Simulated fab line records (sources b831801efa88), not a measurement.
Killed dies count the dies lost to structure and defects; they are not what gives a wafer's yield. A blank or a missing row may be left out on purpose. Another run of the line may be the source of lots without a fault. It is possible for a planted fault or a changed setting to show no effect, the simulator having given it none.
Comparing a struck lot with a sound one	flow sfq line	29 steps out of a route of 325
Sound: these wafers, L793.1, L793.3, L793.4. Wafers struck: L807.2, L807.5, L807.6. The cause comes at the end.
Order at every step that has rows: each side's tool, ch and its chambers, its first start. Under that, the readings that differ: sound wafers	struck wafers	difference of the means	sigmas: that difference in standard deviations of wafers without a fault.
alike: a reading whose means differ by less than 2 such deviations, as well as words and numbers matching on both sides. not compared: withheld readings; readings where some wafer has no value; bounds like >300 that might hide an equal value; numbers whose values overlap and for which the record gives no deviation.
Wherever a step has rows on one side only, a row that says differs or no value, or a row with sigmas, the two part there. When numbers do not overlap yet have no deviation, they are printed without sigmas and do not part them. A reading missing from all wafers of one side parts the sides only when that side holds two or more wafers.

first, 2 steps without rows for these wafers: SFQ_TRILAYER_I2_VIA_STRIP_SOLV_CLEAN_072 (cleans in NMP, time 600 s); SFQ_TRILAYER_M3_DEP_PRE_CLEAN_074 (time 22.5 s).
SFQ_TRILAYER_M3_DEP_SPUTTER_073: material Nb, target thk 200 nm, time 133.3 s.
  sound: pvd sputter-04 at day 38 13:20; struck: pvd sputter-03 at day 42 21:35
  alike: throttle valve pct
SFQ_M3_RS_MEAS_919: the measuring method here is four-point-probe.
  sound: film metro-02 at day 38 13:26; struck: film metro-02 at day 42 21:41
  alike: M3_NB_RS
then, 6 steps without rows for these wafers: SFQ_TRILAYER_M3_LITHO_COAT_080 (resist thk 62 nm); SFQ_TRILAYER_M3_LITHO_COAT_075 (resist thk 600 nm); SFQ_TRILAYER_M3_LITHO_SOFTBAKE_079; SFQ_TRILAYER_M3_LITHO_EXPOSE_076 (exposes mask M3, target cd 500 nm); SFQ_TRILAYER_M3_LITHO_PEB_078 (peb time 60 s); SFQ_TRILAYER_M3_LITHO_DEVELOP_077 (time 60 s).
-- the record jumps here: 6 days lie between the struck wafers' starts before and after --
SFQ_M3_OVL_MEAS_921:
  sound: overlay-02 at day 44 04:59; struck: overlay-02 at day 48 22:14
  alike: M3_OVL
SFQ_TRILAYER_M3_BARC_OPEN_METAL_ETCH_100: etches BARC in O2, target depth 125 nm, time 41.7 s.
  sound on rie metal-02 ch 0,1, day 44 05:01; struck on rie metal-03 ch 0,1, day 48 22:16
  no value came back on the struck wafers for any of 5 readings (bias w (W), chamber pressure mTorr (mTorr) and others); on the sound wafers bias w (W) reads 80.02 80.35 80.19
reading	sound	struck	difference	sigmas
model.KrF_of_TRILAYER_M3_LITHO_COAT_075.thk nm (nm)	521.3 523.1 525.6	571.6 571.9 572.6	+48.7	
  not compared: rf hours counter h
SFQ_TRILAYER_M3_ETCH_METAL_ETCH_078: etches Nb in Cl2/Ar, stops on SiO2, target depth 240 nm, time 120 s.
  sound on rie metal-02 ch 0,1, day 44 05:05; struck on rie metal-03 ch 0,1, day 48 22:19
reading	sound	struck	difference	sigmas
oes product au (a.u.)	0.892 0.895 0.892	0.366 0.367 0.375	-0.524	-63
model.KrF_of_TRILAYER_M3_LITHO_COAT_075.thk nm (nm)	377.8 379 388.3	432.8 433.8 434.1	+51.9	
  alike: bias w, chamber pressure mTorr, drypump motor current A, rf fwd power W
  not compared: rf hours counter h
SFQ_TRILAYER_M3_STRIP_STRIP_079: strips in O2.
  sound on rie metal-02 ch 0,1, day 44 05:13; struck on rie metal-03 ch 0,1, day 48 22:26
  alike: drypump motor current A, oes product au
  not compared: rf hours counter h
then, 2 steps without rows for these wafers: SFQ_TRILAYER_M3_STRIP_SOLV_CLEAN_080 (cleans in NMP, time 600 s); SFQ_TRILAYER_I3_DEP_PECVD_081 (deposits SiO2 from SiH4/N2O, time 111.11 s, target thk 500 nm).
SFQ_TRILAYER_I3_CMP_CMP_082: polishes SiO2.
  sound on cmp-01 ch 0,2,3, day 44 06:04; struck on cmp-01 ch 0,3, day 49 10:36
  alike: motor current A, time to endpoint s
SFQ_I3_BOW_MEAS_922:
  sound: film metro-03 at day 44 09:04; struck: film metro-01 at day 49 13:07
  alike: I3_BOW
then, 4 steps without rows for these wafers: SFQ_TRILAYER_I3_METRO_MEASURE_083; SFQ_TRILAYER_I3_VIA_LITHO_COAT_090 (resist thk 62 nm); SFQ_TRILAYER_I3_VIA_LITHO_COAT_085 (resist thk 650 nm); SFQ_TRILAYER_I3_VIA_LITHO_SOFTBAKE_089.
-- the record jumps here: 5 days lie between the struck wafers' starts before and after --
SFQ_TRILAYER_I3_VIA_LITHO_EXPOSE_086: exposes mask I3, target cd 500 nm.
  sound on krf scanner-01 ch 0, day 44 13:01; struck on krf scanner-02, day 54 17:19
  no value came back on the struck wafers for exposure dose mJ cm2, focus offset nm (nm), reticle temp C (C); on the sound wafers exposure dose mJ cm2 reads 21.296 21.351 21.285
  alike: mask
then, 2 steps without rows for these wafers: SFQ_TRILAYER_I3_VIA_LITHO_PEB_088 (peb time 60 s); SFQ_TRILAYER_I3_VIA_LITHO_DEVELOP_087 (time 60 s).
SFQ_I3_OVL_MEAS_923:
  sound: overlay-02 at day 44 14:31; struck: overlay-01 at day 54 18:38
reading	sound	struck	difference	sigmas
I3_OVL (nm)	1 0 -1	- - -	no value on the struck wafers	
SFQ_TRILAYER_I3_VIA_BARC_OPEN_VIA_ETCH_121: etches BARC in O2, target depth 125 nm, time 41.7 s.
  sound on rie diel-03 ch 1,2,3, day 44 14:33; struck on rie diel-02 ch 0,1,3, day 54 18:40
  alike: bias w, chamber pressure mTorr, drypump motor current A, oes product au, rf fwd power W
  not compared: rf hours counter h
SFQ_TRILAYER_I3_VIA_ETCH_VIA_ETCH_088: etches SiO2 in CHF3, stops on Nb, target depth 260 nm.
  sound on rie diel-03 ch 1,2,3, day 44 14:35; struck on rie diel-02 ch 0,1,3, day 54 18:42
reading	sound	struck	difference	sigmas
oes product au (a.u.)	0.847 0.855 0.846	0.377 0.368 0.369	-0.478	-90
  alike: bias w, chamber pressure mTorr, drypump motor current A, rf fwd power W
  not compared: model.I3.cd nm
SFQ_TRILAYER_I3_VIA_STRIP_STRIP_089: strips in O2.
  sound on rie metal-04 ch 0,1, day 44 14:42; struck on rie metal-01 ch 0,1, day 54 18:49
reading	sound	struck	difference	sigmas
drypump motor current A (A)	5.8 5.0 5.8	6.3 6.3 6.1	+0.7	+2
  alike: oes product au
  not compared: rf hours counter h

## WHERE THEY PART
At SFQ_TRILAYER_M3_BARC_OPEN_METAL_ETCH_100 first; at SFQ_TRILAYER_I3_VIA_STRIP_STRIP_089 last (within this record only).

WHY: whatever the simulator had introduced
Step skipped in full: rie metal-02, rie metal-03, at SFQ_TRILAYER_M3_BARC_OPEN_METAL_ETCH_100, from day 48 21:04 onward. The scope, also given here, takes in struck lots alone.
